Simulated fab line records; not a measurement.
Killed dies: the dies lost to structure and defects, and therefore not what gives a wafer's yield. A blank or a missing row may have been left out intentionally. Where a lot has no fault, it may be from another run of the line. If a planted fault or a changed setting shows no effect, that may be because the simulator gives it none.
Which tool was responsible? | flow sky130 | 36 wafers from 12 lots sampled at 4 of the route's 708 steps

## WHAT EACH GAUGE READ, for each wafer
SKY_VIA1_THK_MEAS_23: measures by xrf. Usual: VIA1_W_THK 261 nm, standard deviation 4.7.
lot  | measured     | on            | VIA1_W_THK (nm) | flag
L408 | day 34 18:52 | film_metro-03 | 255 252 254     |
L409 | day 35 03:10 | film_metro-03 | 254 255 254     |
L410 | day 35 14:11 | film_metro-01 | 261 264 271     |
L413 | day 35 22:29 | film_metro-03 | 257 256 253     |
L414 | day 36 09:11 | film_metro-01 | 266 269 266     |
L416 | day 37 01:46 | film_metro-03 | 260 261 259     |
L417 | day 37 07:32 | film_metro-03 | 259 259 261     |
L427 | day 40 03:02 | film_metro-02 | 267 265 265     |
L428 | day 40 04:47 | film_metro-02 | 264 264 263     |
L429 | day 40 21:01 | film_metro-03 | 254 252 254     |
L430 | day 40 22:41 | film_metro-03 | 258 262 261     |
L431 | day 41 02:28 | film_metro-01 | 264 264 258     |

## EACH LOT AND THE TOOL THAT RAN IT (in order: tool; ch and the chambers of the sampled wafers; start)
lot  | SKY_GATE_OXIDE_OXIDATION_01   | SKY_VIA1_ETCH_15                   | SKY_VIA1_STRIP_16
L408 | furnace-02 ch 0, day 13 14:53 | rie_diel-04 ch 0,1,3, day 34 17:54 | plasma_asher-01 ch 0,1, day 34 17:59
L409 | furnace-02 ch 0, day 13 19:12 | rie_diel-02 ch 0,2, day 35 02:09   | plasma_asher-02 ch 0, day 35 02:12
L410 | furnace-01 ch 0, day 14 05:55 | rie_diel-04 ch 0,1,2, day 35 13:17 | plasma_asher-02 ch 0,1, day 35 13:20
L413 | furnace-01 ch 0, day 14 13:14 | rie_diel-04 ch 0,1,3, day 35 21:34 | plasma_asher-02 ch 0,1, day 35 21:37
L414 | furnace-01 ch 0, day 15 03:59 | rie_diel-02 ch 1,2,3, day 36 08:15 | plasma_asher-04 ch 0,1, day 36 08:18
L416 | furnace-01 ch 0, day 15 20:33 | rie_diel-01 ch 1,2,3, day 37 00:51 | plasma_asher-01 ch 0,1, day 37 00:54
L417 | furnace-01 ch 0, day 16 02:02 | rie_diel-02 ch 1,2, day 37 06:29   | plasma_asher-01 ch 0,1, day 37 06:32
L427 | furnace-02 ch 0, day 19 06:46 | rie_diel-02 ch 1,3, day 40 02:00   | plasma_asher-01 ch 0, day 40 02:03
L428 | furnace-01 ch 0, day 19 16:33 | rie_diel-01 ch 0,1,3, day 40 03:46 | plasma_asher-01 ch 0,1, day 40 03:49
L429 | furnace-02 ch 0, day 20 09:41 | rie_diel-04 ch 1,2, day 40 20:05   | plasma_asher-02 ch 0,1, day 40 20:08
L430 | furnace-02 ch 0, day 20 09:41 | rie_diel-01 ch 2,3, day 40 21:45   | plasma_asher-01 ch 0,1, day 40 21:50
L431 | furnace-01 ch 0, day 20 17:23 | rie_diel-02 ch 0,1, day 41 01:28   | plasma_asher-04 ch 0,1, day 41 01:31
- SKY_GATE_OXIDE_OXIDATION_01: stabilise 600 s, purge 300 s, target thk 10.268 nm.
- SKY_VIA1_ETCH_15: etches SiO2 in C4F8/O2/Ar, stops on TiN, target depth 351 nm, time 54 s.
- SKY_VIA1_STRIP_16: strips in O2/N2.

## AS READ BY THE TOOLS THEMSELVES (means over the sampled wafers that have a number; for cases with no such wafer, the mark the record gives instead)
SKY_GATE_OXIDE_OXIDATION_01. Usual: spike_tc_bottom_C 918.9 C, standard deviation 2.6; spike_tc_centre_C 901.6 C, standard deviation 1.6; spike_tc_lower_C 900.1 C, standard deviation 1; zone_power_centre_pct 22 %, standard deviation 3.6; zone_power_lower_pct 19.0 %, standard deviation 0.83; zone_power_upper_pct 20.3 %, standard deviation 1.2.
lot  | tool       | spike_tc_bottom_C (C) | spike_tc_centre_C (C) | spike_tc_lower_C (C) | zone_power_centre_pct (%) | zone_power_lower_pct (%) | zone_power_upper_pct (%) | flag
L408 | furnace-02 | 916.7                 | 902.7                 | 900.4                | 18                        | 18.3                     | 19.1                     |
L409 | furnace-02 | 916.6                 | 902.2                 | 900.5                | 18                        | 18.1                     | 19.2                     |
L410 | furnace-01 | 921.2                 | 900.9                 | 900.5                | 25                        | 19.9                     | 21.3                     |
L413 | furnace-01 | 921.3                 | 900.9                 | 898.8                | 26                        | 19.7                     | 21.5                     |
L414 | furnace-01 | 920.6                 | 900.7                 | 899.6                | 25                        | 20.0                     | 21.6                     |
L416 | furnace-01 | 921.8                 | 922.8                 | 897.3                | 37                        | 15.2                     | 16.5                     | OFF
L417 | furnace-01 | 921.5                 | 922.7                 | 897.3                | 37                        | 15.4                     | 16.6                     | OFF
L427 | furnace-02 | 917.0                 | 902.7                 | 899.6                | 18                        | 18.3                     | 19.1                     |
L428 | furnace-01 | 921.8                 | 899.5                 | 899.8                | 25                        | 19.9                     | 21.5                     |
L429 | furnace-02 | 916.6                 | 902.7                 | 899.5                | 18                        | 18.2                     | 19.1                     |
L430 | furnace-02 | 916.8                 | 903.2                 | 900.2                | 18                        | 18.2                     | 19.3                     |
L431 | furnace-01 | 922.5                 | 900.4                 | 899.6                | 26                        | 19.9                     | 21.5                     |

SKY_VIA1_ETCH_15. Usual: oes_product_au 0.983 a.u., standard deviation 0.0063.
lot  | tool        | oes_product_au (a.u.) | flag
L408 | rie_diel-04 | 0.983                 |
L409 | rie_diel-02 | 0.987                 |
L410 | rie_diel-04 | 0.983                 |
L413 | rie_diel-04 | 0.983                 |
L414 | rie_diel-02 | 0.984                 |
L416 | rie_diel-01 | 0.982                 |
L417 | rie_diel-02 | 0.986                 |
L427 | rie_diel-02 | 0.980                 |
L428 | rie_diel-01 | 0.991                 |
L429 | rie_diel-04 | 0.989                 |
L430 | rie_diel-01 | 0.979                 |
L431 | rie_diel-02 | 0.984                 |

SKY_VIA1_STRIP_16. Usual: drypump_motor_current_A 5.8 A, standard deviation 0.4; oes_product_au 0.416 a.u., standard deviation 0.0045; strip_time_to_endpoint_s 4.443 s, standard deviation 0.026.
lot  | tool            | drypump_motor_current_A (A) | oes_product_au (a.u.) | strip_time_to_endpoint_s (s) | flag
L408 | plasma_asher-01 | 6.1                         | 0.413                 | 4.438                        |
L409 | plasma_asher-02 | 4.9                         | 0.417                 | 4.474                        |
L410 | plasma_asher-02 | 5.1                         | 0.419                 | 4.449                        |
L413 | plasma_asher-02 | 5.2                         | 0.415                 | 4.442                        |
L414 | plasma_asher-04 | 5.9                         | 0.418                 | 4.419                        |
L416 | plasma_asher-01 | 5.9                         | 0.419                 | 4.470                        |
L417 | plasma_asher-01 | 5.9                         | 0.414                 | 4.423                        |
L427 | plasma_asher-01 | 6.4                         | 0.417                 | 4.452                        |
L428 | plasma_asher-01 | 6.1                         | 0.413                 | 4.444                        |
L429 | plasma_asher-02 | 5.1                         | 0.414                 | 4.407                        |
L430 | plasma_asher-01 | 6.1                         | 0.415                 | 4.466                        |
L431 | plasma_asher-04 | 5.8                         | 0.419                 | 4.456                        |

## THE ANSWER, worked out from the rows above alone
Rule: a lot counts as off when the mean over its wafers that have a number is more than 3 standard deviations away from the usual mean. A lot without any number at a reading at which 4 lots or more have one is off too. Where the step has rows for the other lots, those lots are counted as sound. The gauges are gone through in route order, then the tools' own readings, and for those a lot's mean is taken as printed above. The first step at which some lot is off is used, and at that step the reading that is off furthest; a lot without a number counts as furthest.
Off, at SKY_GATE_OXIDE_OXIDATION_01 on spike_tc_centre_C: L416, L417.
If a tool, at that step or one of the process steps before it, ran each lot that is off and ran no sound lot following the first of them, it fits. No candidate that was tried fits.

## WHAT THE SIMULATOR HAD INSERTED
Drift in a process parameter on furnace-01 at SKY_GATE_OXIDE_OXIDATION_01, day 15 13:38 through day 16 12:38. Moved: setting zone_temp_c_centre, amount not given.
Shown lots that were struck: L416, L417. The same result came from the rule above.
